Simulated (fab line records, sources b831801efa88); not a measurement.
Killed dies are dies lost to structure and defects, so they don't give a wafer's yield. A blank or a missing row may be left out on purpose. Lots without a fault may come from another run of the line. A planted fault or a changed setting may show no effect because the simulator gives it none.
Chamber matching | flow gf180mcu | GF_STI_ETCH_13 on rie_diel-02: 4 sister chambers
The step etches the open film in CHF3/O2, stops on Si, target depth 282.31 nm, time 112.9 s. 4 wafers are shown with their chamber, then 8 later ones without.

WAFERS WITH THEIR CHAMBER
wafer  | chamber | throttle_valve_pct (%)
L523.5 | 0       | 8.810
L527.3 | 2       | 8.819
L527.4 | 1       | 8.802
L529.2 | 3       | 8.800

WAFERS WITHOUT THEIR CHAMBER
wafer  | throttle_valve_pct (%)
L529.5 | 8.812
L529.6 | 8.812
L530.2 | 8.802
L530.5 | 8.812
L530.6 | 8.808
L531.1 | 8.817
L531.3 | 8.807
L531.5 | 8.802

WHICH CHAMBER EACH WENT THROUGH
wafer  | from the rows above     | in truth
L529.5 | 0                       | 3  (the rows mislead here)
L529.6 | 0                       | 0
L530.2 | can't be placed: 1 or 3 | 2
L530.5 | 0                       | 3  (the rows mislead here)
L530.6 | 0                       | 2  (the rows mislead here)
L531.1 | 2                       | 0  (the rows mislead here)
L531.3 | can't be placed: 0 or 1 | 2
L531.5 | can't be placed: 1 or 3 | 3
Placed correctly: 1 of 8. Can't be placed from these rows: 3 (the true chamber is among the candidates in 1). Placed wrongly: 4.
How it was worked out, from the rows above alone: a wafer's distance from a chamber is the root of the sum, over the readings, of the square of ((its reading less the chamber's mean) divided by the reading's scatter). The wafer belongs to the nearest chamber; if the next one is less than 2 further off, it can't be placed. A chamber's mean is the mean of its shown wafers. The scatter: with one shown wafer a chamber, the root of the mean of the squares of how far each hidden wafer lies from its nearest shown one.
